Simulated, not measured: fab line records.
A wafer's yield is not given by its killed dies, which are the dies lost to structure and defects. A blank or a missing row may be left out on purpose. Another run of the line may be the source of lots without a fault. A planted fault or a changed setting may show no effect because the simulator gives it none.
fab line records -- flow sky130
[record] lots = 7, wafers = 21, last_day = 50
route steps=708 shown METAL2@495 VIA2@507 PAD_OPEN@708
lots that met no fault: from a run of the same line without faults
start_h: the number of hours between the record's first day and the start of the first shown wafer of the lot -- wait_h: hours from the lot's prior step to this one -- " same as the row above -- L1.1+2: one row covering several wafers at once -- - either no value or no given start -- * or withheld: withheld -- < > ~ a bound
route shown NAME@n: NAME is a module with steps in the file, n the number in the route of the first one -- usual: mean and standard deviation over wafers with no fault -- same: alike in all rows -- chamber/n: place in a boat -- sites: each site's reading -- _std_site: the standard deviation of these -- _edge_site: inner sites' mean taken away from outer sites' mean -- radius_mm: how far each site lies from the wafer's centre -- mask NAME#n: copy n -- behind: tool/chamber where the wafer was last shaped -- hold: why the lot went on hold/how many hours it stayed there/how the hold came to an end -- device: the n, p or np transistor that did not switch -- end of line: the route-end tests of the same wafers -- a step given without rows: its recipe and nothing more -- killed: dies that structure and defects cost at the first sort, which is not the same as the wafer's yield -- map: a wafer's dies, x killed, . not, _ none there
set.NAME: the setting as run; set.NAME@STEP: as run at that earlier step -- model.NAME: the simulator's own value behind a step, which no gauge read
lots seen at some steps along the route; tables by step, rows by wafer
services: from which hour (start_h, from the record's first day; less than 0 if before it) a tool's chamber was out of use, for how many hours, and why
[[steps]]
[step SKY_METAL2_EXPOSE_12]
[recipe] mask_id = MM2, na = 0.8, source_shape = annular, sigma_inner = 0.55, sigma_outer = 0.85, target_cd_nm = 140, dose_mj = 28
[step SKY_METAL2_PEB_13]
[recipe] peb_temp_c = withheld, peb_time_s = withheld, resist = KrF-thick
[step SKY_METAL2_DEVELOP_14]
[recipe] develop_time_s = 60, resist = KrF-thick, dev_temp_c = 21
[step SKY_METAL2_CD_MEAS_15]
[recipe] target_cd_nm = 140
[usual] cd_nm = 139.7/1.1
lot.wafer,tool,chamber,start_h,wait_h,cd_nm
L228.2,cd_sem-01,-,825.81,-,139.7
L228.3,cd_sem-01,-,825.81,-,139.3
L228.6,cd_sem-01,-,825.81,-,139.6
L233.3,cd_sem-01,-,861.92,-,139.4
L233.5,cd_sem-01,-,861.92,-,139.7
L233.6,cd_sem-01,-,861.92,-,139.4
L234.1,cd_sem-01,-,872.19,-,138.5
L234.5,cd_sem-01,-,872.19,-,139.7
L234.6,cd_sem-01,-,872.19,-,138.3
L235.1,cd_sem-01,-,883.55,-,141.2
L235.4,cd_sem-01,-,883.55,-,139.9
L235.5,cd_sem-01,-,883.55,-,140.8
L247.3,cd_sem-01,-,972.93,-,139.6
L247.4,cd_sem-01,-,972.93,-,138.7
L247.6,cd_sem-01,-,972.93,-,140.0
L249.2,cd_sem-02,-,980.82,-,139.0
L249.5,cd_sem-02,-,980.82,-,140.0
L249.6,cd_sem-02,-,980.82,-,139.0
L250.1,cd_sem-02,-,986.73,-,139.9
L250.3,cd_sem-02,-,986.73,-,138.8
L250.4,cd_sem-02,-,986.73,-,138.3
[step SKY_METAL2_OVL_MEAS_16]
[usual] METAL2_OVL = 1/6.6
lot.wafer,tool,chamber,start_h,wait_h,METAL2_OVL[nm]
L228.2,overlay-02,-,825.91,0.1,10
L228.3,overlay-02,-,825.91,0.1,3
L228.6,overlay-02,-,825.91,0.1,10
L233.3,overlay-01,-,862.01,0.1,-9
L233.5,overlay-01,-,862.01,0.1,-5
L233.6,overlay-01,-,862.01,0.1,-17
L234.1,overlay-01,-,872.31,0.1,1
L234.5,overlay-01,-,872.31,0.1,6
L234.6,overlay-01,-,872.31,0.1,-7
L235.1,overlay-01,-,883.67,0.1,8
L235.4,overlay-01,-,883.67,0.1,-5
L235.5,overlay-01,-,883.67,0.1,4
L247.3,overlay-01,-,973.02,0.1,1
L247.4,overlay-01,-,973.02,0.1,-9
L247.6,overlay-01,-,973.02,0.1,-6
L249.2,overlay-01,-,980.93,0.1,-5
L249.5,overlay-01,-,980.93,0.1,-1
L249.6,overlay-01,-,980.93,0.1,-5
L250.1,overlay-01,-,986.85,0.1,5
L250.3,overlay-01,-,986.85,0.1,3
L250.4,overlay-01,-,986.85,0.1,10
[step SKY_METAL2_DESCUM_17]
[recipe] chemistry = O2, source_power_w = 150, bias_power_w = 0, pressure_mtorr = 10, temp_c = 40, time_s = 8
[usual] drypump_motor_current_A = 6.1/0.32, oes_product_au = 0.997/0.0068
lot.wafer,tool,chamber,start_h,wait_h,drypump_motor_current_A,oes_product_au,rf_hours_counter_h
L228.2,rie_metal-03,0,825.94,0.0,6.3,0.993,12
L228.3,rie_metal-03,0,825.94,0.0,6.3,0.992,-
L228.6,rie_metal-03,0,825.94,0.0,6.3,1.000,-
L233.3,rie_metal-01,0,862.05,0.0,6.2,0.994,-
L233.5,rie_metal-01,1,862.05,0.0,6.0,0.997,-
L233.6,rie_metal-01,0,862.05,0.0,6.2,0.997,-
L234.1,rie_metal-01,1,872.34,0.0,6.1,0.987,5
L234.5,rie_metal-01,1,872.34,0.0,6.0,0.999,-
L234.6,rie_metal-01,0,872.34,0.0,6.2,0.988,-
L235.1,rie_metal-01,1,883.71,0.0,5.9,1.012,5
L235.4,rie_metal-01,0,883.71,0.0,6.2,1.009,-
L235.5,rie_metal-01,1,883.71,0.0,6.0,1.004,-
L247.3,rie_metal-01,0,973.06,0.0,6.2,0.986,-
L247.4,rie_metal-01,1,973.06,0.0,6.0,0.987,-
L247.6,rie_metal-01,0,973.06,0.0,6.2,0.991,-
L249.2,rie_metal-02,0,980.96,0.0,5.8,0.999,16
L249.5,rie_metal-02,1,980.96,0.0,6.6,0.998,-
L249.6,rie_metal-02,0,980.96,0.0,5.8,0.987,-
L250.1,rie_metal-02,0,986.89,0.0,5.8,0.998,16
L250.3,rie_metal-02,1,986.89,0.0,6.6,0.992,-
L250.4,rie_metal-02,0,986.89,0.0,5.8,0.993,-
[step SKY_METAL2_ETCH_18]
[recipe] chemistry = N2/H2, target = BARC, ion_energy_ev = 200, bias_w = 100, pressure_mtorr = 30, n2_flow_sccm = 100, h2_flow_sccm = 200, icp_w = 500, stop_on = SiO2, time_s = 45.9, target_depth_a = 600
[usual] drypump_motor_current_A = 6.1/0.32, h2_flow_sccm = 200.0/0.55, n2_flow_sccm = 100.0/0.33, oes_product_au = 0.855/0.0047, throttle_valve_pct = 13.225/0.0091
lot.wafer,tool,chamber,start_h,wait_h,drypump_motor_current_A,h2_flow_sccm,n2_flow_sccm,oes_product_au,rf_hours_counter_h,throttle_valve_pct
L228.2,rie_metal-03,0,825.98,0.0,6.3,200.9,99.7,0.859,12,13.221
L228.3,rie_metal-03,0,825.98,0.0,6.3,200.0,100.3,0.861,-,13.235
L228.6,rie_metal-03,0,825.98,0.0,6.3,200.3,99.8,0.855,-,13.238
L233.3,rie_metal-01,0,862.09,0.0,6.2,199.5,99.9,0.860,-,13.218
L233.5,rie_metal-01,1,862.09,0.0,6.0,199.6,99.9,0.864,-,13.225
L233.6,rie_metal-01,0,862.09,0.0,6.2,199.7,99.7,0.865,-,13.222
L234.1,rie_metal-01,1,872.38,0.0,6.0,200.3,99.8,0.856,5,13.220
L234.5,rie_metal-01,1,872.38,0.0,6.0,199.2,100.0,0.845,-,13.221
L234.6,rie_metal-01,0,872.38,0.0,6.1,199.9,100.0,0.843,-,13.234
L235.1,rie_metal-01,1,883.74,0.0,6.0,199.9,100.0,0.858,5,13.233
L235.4,rie_metal-01,0,883.74,0.0,6.2,199.4,99.7,0.856,-,13.220
L235.5,rie_metal-01,1,883.74,0.0,6.0,199.7,100.2,0.856,-,13.232
L247.3,rie_metal-01,0,973.10,0.0,6.2,199.1,100.3,0.850,-,13.235
L247.4,rie_metal-01,1,973.10,0.0,6.0,199.6,100.0,0.850,-,13.216
L247.6,rie_metal-01,0,973.10,0.0,6.2,200.0,100.4,0.847,-,13.240
L249.2,rie_metal-02,0,980.99,0.0,5.8,200.1,100.4,0.855,16,13.208
L249.5,rie_metal-02,1,980.99,0.0,6.6,199.5,100.2,0.845,-,13.230
L249.6,rie_metal-02,0,980.99,0.0,5.8,199.3,100.3,0.848,-,13.232
L250.1,rie_metal-02,0,986.92,0.0,5.8,199.4,99.8,0.857,16,13.217
L250.3,rie_metal-02,1,986.92,0.0,6.6,199.7,99.8,0.856,-,13.224
L250.4,rie_metal-02,0,986.92,0.0,5.8,200.0,99.9,0.855,-,13.249
[step SKY_METAL2_METAL_ETCH_19]
[recipe] target_depth_a = 3600, stop_on = SiO2, over_etch_frac = 0.3, time_s = 78, chemistry = Cl2/BCl3, resist_sidewall_deg = 88, pressure_mtorr = 10, icp_w = 900, bias_w = 48.5, Cl2_flow_sccm = 60, bcl3_flow_sccm = 30
[usual] drypump_motor_current_A = 6.1/0.32, oes_product_au = 0.852/0.0063, throttle_valve_pct = 22.265/0.0081
lot.wafer,tool,chamber,start_h,wait_h,drypump_motor_current_A,oes_product_au,rf_hours_counter_h,throttle_valve_pct
L228.2,rie_metal-03,0,826.04,0.0,6.3,0.851,12,22.267
L228.3,rie_metal-03,0,826.04,0.0,6.3,0.844,-,22.266
L228.6,rie_metal-03,0,826.04,0.0,6.3,0.851,-,22.274
L233.3,rie_metal-01,0,862.16,0.1,6.2,0.855,-,22.259
L233.5,rie_metal-01,1,862.16,0.1,6.0,0.854,-,22.261
L233.6,rie_metal-01,0,862.16,0.1,6.2,0.863,-,22.278
L234.1,rie_metal-01,1,872.44,0.0,6.0,0.860,5,22.268
L234.5,rie_metal-01,1,872.44,0.0,6.0,0.857,-,22.262
L234.6,rie_metal-01,0,872.44,0.0,6.2,0.854,-,22.274
L235.1,rie_metal-01,1,883.80,0.0,6.0,0.838,5,22.260
L235.4,rie_metal-01,0,883.80,0.0,6.2,0.856,-,22.261
L235.5,rie_metal-01,1,883.80,0.0,6.0,0.850,-,22.254
L247.3,rie_metal-01,0,973.17,0.1,6.2,0.847,-,22.269
L247.4,rie_metal-01,1,973.17,0.1,6.0,0.855,-,22.280
L247.6,rie_metal-01,0,973.17,0.1,6.2,0.846,-,22.266
L249.2,rie_metal-02,0,981.05,0.0,5.8,0.854,16,22.269
L249.5,rie_metal-02,1,981.05,0.0,6.6,0.847,-,22.262
L249.6,rie_metal-02,0,981.05,0.0,5.8,0.866,-,22.269
L250.1,rie_metal-02,0,986.98,0.0,5.8,0.855,16,22.256
L250.3,rie_metal-02,1,986.98,0.0,6.6,0.853,-,22.256
L250.4,rie_metal-02,0,986.98,0.0,5.8,0.852,-,22.252
[step SKY_METAL2_STRIP_20]
[recipe] chemistry = O2/N2, power_w = 1400, pressure_mtorr = 1500, platen_temp_c = withheld, o2_flow_sccm = 3000, n2_flow_sccm = 300, overash_fraction = 0.5
[usual] drypump_motor_current_A = 5.7/0.45, n2_flow_sccm = 300.1/0.95, oes_product_au = 0.343/0.0044, strip_time_to_endpoint_s = 2.710/0.027
lot.wafer,tool,chamber,start_h,wait_h,drypump_motor_current_A,n2_flow_sccm,oes_product_au,rf_hours_counter_h,strip_time_to_endpoint_s
L228.2,plasma_asher-01,1,826.13,0.1,5.7,301.1,0.341,102,2.733
L228.3,plasma_asher-01,0,826.13,0.1,5.1,300.4,0.338,-,2.726
L228.6,plasma_asher-01,0,826.13,0.1,5.1,299.1,0.339,-,2.700
L233.3,plasma_asher-01,1,862.25,0.1,5.7,298.2,0.337,-,2.693
L233.5,plasma_asher-01,0,862.25,0.1,5.1,299.5,0.338,-,2.703
L233.6,plasma_asher-01,1,862.25,0.1,5.7,298.7,0.348,-,2.706
L234.1,plasma_asher-02,1,872.53,0.1,6.1,300.7,0.343,45,2.712
L234.5,plasma_asher-02,1,872.53,0.1,6.1,299.4,0.344,-,2.712
L234.6,plasma_asher-02,0,872.53,0.1,5.3,300.9,0.347,-,2.719
L235.1,plasma_asher-02,1,883.89,0.1,6.1,301.5,0.338,46,2.683
L235.4,plasma_asher-02,1,883.89,0.1,6.1,301.1,0.337,-,2.662
L235.5,plasma_asher-02,0,883.89,0.1,5.3,299.2,0.348,-,2.684
L247.3,plasma_asher-02,1,973.26,0.1,6.1,299.8,0.339,-,2.698
L247.4,plasma_asher-02,0,973.26,0.1,5.3,300.8,0.335,-,2.714
L247.6,plasma_asher-02,0,973.26,0.1,5.3,300.4,0.348,-,2.743
L249.2,plasma_asher-03,1,981.14,0.1,5.8,300.3,0.343,24,2.711
L249.5,plasma_asher-03,0,981.14,0.1,6.5,300.7,0.349,-,2.721
L249.6,plasma_asher-03,1,981.14,0.1,5.8,300.2,0.333,-,2.708
L250.1,plasma_asher-01,1,987.07,0.1,5.7,299.5,0.344,119,2.730
L250.3,plasma_asher-01,0,987.07,0.1,5.1,300.2,0.341,-,2.715
L250.4,plasma_asher-01,1,987.07,0.1,5.7,300.0,0.342,-,2.718
[step SKY_METAL2_STRIP_21]
[recipe] chemistry = post_etch_residue_remover, time_s = 1200, temp_c = 72.5
[step SKY_METAL2_CLEAN_22]
[recipe] chemistry = IPA, time_s = 180, temp_c = 25
[step SKY_METAL2_CLEAN_23]
[recipe] chemistry = O3/DIW, dry = n2_spin
[step SKY_VIA2_HDPCVD_00]
[recipe] material = SiO2, target_thk_nm = 1180, sigma_open_frac = 0.3, time_s = 196.7, temp_c = 400, sih4_flow_sccm = 60, pressure_mtorr = 6
[usual] sih4_flow_sccm = 60.03/0.18
lot.wafer,tool,chamber,start_h,wait_h,sih4_flow_sccm,model.SiO2_of_VIA2_HDPCVD_00.thk_nm
L228.2,hdpcvd-01,0,826.73,0.0,59.65,1190
L228.3,hdpcvd-01,2,826.73,0.0,60.28,1187
L228.6,hdpcvd-01,1,826.73,0.0,59.72,1171
L233.3,hdpcvd-02,0,862.88,0.0,48.11,946.2
L233.5,hdpcvd-02,2,862.88,0.0,59.72,1180
L233.6,hdpcvd-02,0,862.88,0.0,48.18,950.4
L234.1,hdpcvd-02,0,873.16,0.0,48.12,951.9
L234.5,hdpcvd-02,2,873.16,0.0,60.12,1183
L234.6,hdpcvd-02,1,873.16,0.0,60.14,1186
L235.1,hdpcvd-02,1,884.49,0.0,59.82,1162
L235.4,hdpcvd-02,0,884.49,0.0,48.20,937.4
L235.5,hdpcvd-02,2,884.49,0.0,60.26,1163
L247.3,hdpcvd-02,1,973.82,0.0,60.04,1196
L247.4,hdpcvd-02,2,973.82,0.0,59.95,1177
L247.6,hdpcvd-02,1,973.82,0.0,59.85,1184
L249.2,hdpcvd-01,1,981.74,0.0,60.23,1166
L249.5,hdpcvd-01,2,981.74,0.0,60.03,1177
L249.6,hdpcvd-01,0,981.74,0.0,60.17,1163
L250.1,hdpcvd-02,1,987.76,0.0,59.94,1175
L250.3,hdpcvd-02,2,987.76,0.0,59.85,1189
L250.4,hdpcvd-02,2,987.76,0.0,60.01,1183
[step SKY_VIA2_THK_MEAS_01]
[recipe] reads = SiO2_of_VIA2_HDPCVD_00
[usual] VIA2_HDPCVD_THK = 1183/11
lot.wafer,tool,chamber,start_h,wait_h,VIA2_HDPCVD_THK[nm]
L228.2,film_metro-01,-,826.87,0.1,1191
L228.3,film_metro-01,-,826.87,0.1,1186
L228.6,film_metro-01,-,826.87,0.1,1170
L233.3,film_metro-03,-,863.02,0.1,947
L233.5,film_metro-03,-,863.02,0.1,1180
L233.6,film_metro-03,-,863.02,0.1,950
L234.1,film_metro-03,-,873.29,0.1,952
L234.5,film_metro-03,-,873.29,0.1,1183
L234.6,film_metro-03,-,873.29,0.1,1186
L235.1,film_metro-04,-,884.61,0.1,1161
L235.4,film_metro-04,-,884.61,0.1,938
L235.5,film_metro-04,-,884.61,0.1,1163
L247.3,film_metro-01,-,973.97,0.1,1196
L247.4,film_metro-01,-,973.97,0.1,1177
L247.6,film_metro-01,-,973.97,0.1,1183
L249.2,film_metro-01,-,981.91,0.1,1166
L249.5,film_metro-01,-,981.91,0.1,1176
L249.6,film_metro-01,-,981.91,0.1,1164
L250.1,film_metro-01,-,987.88,0.1,1175
L250.3,film_metro-01,-,987.88,0.1,1189
L250.4,film_metro-01,-,987.88,0.1,1183
[step SKY_VIA2_CMP_02]
[recipe] material = SiO2, down_force_psi = 4, platen_rpm = 60, pad_velocity_m_s = 0.94248
[usual] motor_current_A = 11.7/0.84
lot.wafer,tool,chamber,start_h,wait_h,motor_current_A
L228.3,cmp-01,0,827.04,0.1,13.1
L228.2,cmp-01,2,827.04,0.1,11.3
L228.6,cmp-01,0,827.04,0.1,13.4
L233.3,cmp-01,0,863.21,0.2,12.9
L233.5,cmp-01,1,863.21,0.2,11.6
L233.6,cmp-01,2,863.21,0.2,10.6
L234.1,cmp-01,2,873.40,0.1,10.7
L234.5,cmp-01,1,873.40,0.1,11.4
L234.6,cmp-01,2,873.40,0.1,10.8
L235.4,cmp-01,3,884.77,0.1,11.9
L235.1,cmp-01,0,884.77,0.1,14.0
L235.5,cmp-01,1,884.77,0.1,11.4
L247.4,cmp-01,3,974.06,0.1,11.8
L247.3,cmp-01,1,974.06,0.1,11.0
L247.6,cmp-01,2,974.06,0.1,10.2
L249.2,cmp-02,1,982.01,0.1,10.5
L249.6,cmp-02,0,982.01,0.1,11.3
L249.5,cmp-02,1,982.01,0.1,10.2
L250.4,cmp-02,3,987.94,0.0,11.9
L250.3,cmp-02,0,987.94,0.0,11.4
L250.1,cmp-02,1,987.94,0.0,11.0
[step SKY_PAD_OPEN_PROBE_99]
[usual] defect_limited_yield = 82.8/1.8, killed_at_M0_to_M3 = 42/6.4, killed_at_M4_up = 3.0/2, killed_at_contacts = 24/5.2, killed_at_front_end = 14/4.2, killed_at_other = 0.4/0.72, killed_dies = 84/9, killed_open = 46/6.6, killed_short = 38/6, sort_bin_3_pad_short = 0.9/0.4, sort_bin_5_function = 10.1/1.4, sort_bin_6_memory = 6.2/1.1, sort_n_pass = 408/9, sort_yield_pct = 82.8/1.8
[same] gross_dies = 492, killed_at_back_side = 0, sort_bin_4_leakage[%] = 0, sort_bin_8_speed[%] = 0
lot.wafer,tool,chamber,start_h,wait_h,defect_limited_yield[%],killed_at_M0_to_M3,killed_at_M4_up,killed_at_contacts,killed_at_front_end,killed_at_other,killed_dies,killed_open,killed_short,sort_bin_3_pad_short[%],sort_bin_5_function[%],sort_bin_6_memory[%],sort_n_pass,sort_yield_pct[%]
L233.3,prober-01,-,1109.32,0.2,80.9,49,1,27,17,0,94,62,32,1.2,9.6,8.3,398,80.9
L233.5,prober-01,-,1109.42,0.2,86.0,34,1,26,8,0,69,36,33,0.6,8.9,4.5,423,86.0
L233.6,prober-01,-,1109.47,0.2,82.5,43,0,27,16,0,86,49,36,0.8,11.6,5.1,406,82.5
L234.1,prober-02,-,1118.26,0.1,81.7,49,3,23,15,0,90,50,39,1.2,9.6,7.5,402,81.7
L234.5,prober-02,-,1118.46,0.2,81.5,44,5,25,17,0,91,45,45,1.0,11.0,6.5,401,81.5
L234.6,prober-02,-,1118.51,0.2,82.7,42,3,26,14,0,85,55,30,0.8,9.8,6.7,407,82.7
L247.3,prober-02,-,1191.72,0.2,82.9,38,5,23,18,0,84,40,44,0.6,11.0,5.5,408,82.9
L247.4,prober-02,-,1191.77,0.2,84.3,30,0,33,14,0,77,43,34,0.8,8.7,6.1,415,84.3
L247.6,prober-02,-,1191.87,0.2,82.3,36,2,29,20,0,87,50,37,1.2,7.7,8.7,405,82.3
L250.1,prober-01,-,1200.19,0.1,88.0,35,2,13,8,1,59,35,23,1.0,6.7,4.3,433,88.0
L250.3,prober-01,-,1200.29,0.2,82.9,43,0,26,14,1,84,53,30,0.8,10.8,5.5,408,82.9
L250.4,prober-01,-,1200.34,0.2,85.0,39,1,19,14,1,74,38,36,0.8,8.9,5.3,418,85.0
// killed by level:class
L233.3 VIA1:geometric_particle:open=15 VIA3:geometric_particle:open=11 CONTACT:geometric_particle:open=10 METAL1:geometric_particle:short=8 LI_CONTACT:geometric_particle:open=6 VIA2:geometric_particle:open=6 SPACER:geometric_particle:open=5 LOCAL_INTERCONNECT:geometric_particle:short=5
L233.5 VIA1:geometric_particle:open=10 METAL1:geometric_particle:short=6 LI_CONTACT:geometric_particle:short=5 LOCAL_INTERCONNECT:geometric_particle:short=5 CONTACT:geometric_particle:short=5 CONTACT:geometric_particle:open=5 FIELD_ISO:geometric_particle:open=4 LOCAL_INTERCONNECT:geometric_particle:open=4
L233.6 LOCAL_INTERCONNECT:geometric_particle:short=10 VIA1:geometric_particle:open=9 CONTACT:geometric_particle:open=8 VIA2:geometric_particle:open=7 VIA3:geometric_particle:open=6 LI_CONTACT:geometric_particle:open=6 METAL2:geometric_particle:short=6 FIELD_ISO:geometric_particle:short=4
L234.1 CONTACT:geometric_particle:open=11 VIA1:geometric_particle:open=9 METAL2:geometric_particle:short=8 METAL1:geometric_particle:short=7 FIELD_ISO:geometric_particle:open=6 LI_CONTACT:geometric_particle:open=6 VIA3:geometric_particle:open=5 METAL1:geometric_particle:open=4
L234.5 VIA1:geometric_particle:open=11 LI_CONTACT:geometric_particle:open=6 CONTACT:geometric_particle:open=6 VIA2:geometric_particle:open=6 FIELD_ISO:geometric_particle:open=5 LOCAL_INTERCONNECT:geometric_particle:short=5 CONTACT:geometric_particle:short=5 METAL1:geometric_particle:short=5
L234.6 CONTACT:geometric_particle:open=10 VIA1:geometric_particle:open=9 LI_CONTACT:geometric_particle:open=8 VIA3:geometric_particle:open=7 VIA2:geometric_particle:open=6 FIELD_ISO:geometric_particle:short=5 POLY_GATE:geometric_particle:open=5 LOCAL_INTERCONNECT:geometric_particle:short=5
L247.3 CONTACT:geometric_particle:open=8 VIA2:geometric_particle:open=8 VIA1:geometric_particle:open=7 METAL2:geometric_particle:short=6 FIELD_ISO:geometric_particle:open=5 LOCAL_INTERCONNECT:geometric_particle:short=5 METAL1:geometric_particle:short=5 VIA1:geometric_particle:short=5
L247.4 CONTACT:geometric_particle:open=11 LI_CONTACT:geometric_particle:open=8 VIA1:geometric_particle:open=7 CONTACT:geometric_particle:short=6 POLY_GATE:geometric_particle:short=5 LOCAL_INTERCONNECT:geometric_particle:short=5 METAL2:geometric_particle:short=5 VIA2:geometric_particle:open=4
L247.6 CONTACT:geometric_particle:open=11 LI_CONTACT:geometric_particle:open=9 VIA2:geometric_particle:open=8 FIELD_ISO:geometric_particle:open=6 POLY_GATE:geometric_particle:open=6 METAL2:geometric_particle:short=6 VIA3:geometric_particle:open=5 FIELD_ISO:geometric_particle:short=4
L250.1 VIA1:geometric_particle:open=12 CONTACT:geometric_particle:open=6 METAL2:geometric_particle:short=5 VIA3:geometric_particle:open=4 LOCAL_INTERCONNECT:geometric_particle:short=3 METAL1:geometric_particle:short=3 POLY_GATE:geometric_particle:short=2 SPACER:geometric_particle:open=2
L250.3 VIA1:geometric_particle:open=13 VIA3:geometric_particle:open=10 LI_CONTACT:geometric_particle:open=9 FIELD_ISO:geometric_particle:open=6 LOCAL_INTERCONNECT:geometric_particle:short=6 CONTACT:geometric_particle:open=5 CONTACT:geometric_particle:short=4 METAL1:geometric_particle:short=4
L250.4 VIA1:geometric_particle:open=9 CONTACT:geometric_particle:open=7 LI_CONTACT:geometric_particle:open=6 POLY_GATE:geometric_particle:short=5 METAL1:geometric_particle:short=5 METAL2:geometric_particle:short=5 VIA2:geometric_particle:open=4 VIA3:geometric_particle:open=4
[[services]]
tool,chamber,start_h,hours,kind
plasma_asher-03,-,810.13,3.1,repair
rie_metal-01,-,810.29,0.5,repair
cmp-02,-,834.53,3.8,repair
cmp-01,-,849.31,3.4,repair
hdpcvd-02,2,849.33,2.4,repair
cmp-01,-,861.18,0.8,repair
hdpcvd-01,2,882.85,3.1,repair
cmp-02,-,895.50,4.1,pm
cmp-01,-,900.53,0.6,repair
cmp-02,-,912.14,4.0,pm
plasma_asher-01,-,913.98,0.5,repair
hdpcvd-02,-,915.42,6.0,pm
rie_metal-03,1,919.12,-,clean
rie_metal-03,1,919.12,22.6,scheduled_down
rie_metal-03,1,919.12,22.6,vent_cycle
hdpcvd-02,0,926.35,5.0,repair
plasma_asher-03,-,926.97,3.4,repair
rie_metal-03,0,941.71,-,clean
cmp-01,-,943.29,0.4,repair
rie_metal-01,-,944.44,1.2,repair
cmp-01,-,947.81,7.6,repair
plasma_asher-03,-,949.10,9.8,pm
hdpcvd-01,-,950.25,15.0,pm
cmp-01,-,956.24,6.8,pm
[[key]]
[first_sign] step = SKY_VIA2_HDPCVD_00, reading = sih4_flow_sccm, direction = down, sigmas = 66, usual = 60.03, struck = 48.15
[effect] step = SKY_VIA2_THK_MEAS_01, reading = VIA2_HDPCVD_THK, direction = down, sigmas = 21, usual = 1183, struck = 947
[model_effect] step = SKY_VIA2_HDPCVD_00, value = SiO2_of_VIA2_HDPCVD_00.thk_nm, without = 1182, struck = 946.5
met_at SKY_VIA2_HDPCVD_00
struck_wafers L233.3,L233.6,L234.1,L235.4
[fault] kind = process_parameter_drift, tool = hdpcvd-02, chamber = 0, onset_h = 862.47, steps = SKY_VIA2_HDPCVD_00, channel = sih4_flow_sccm, offset = -12, shape = step, end_h = 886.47, acts_in = these_recipes_only, stated = 60
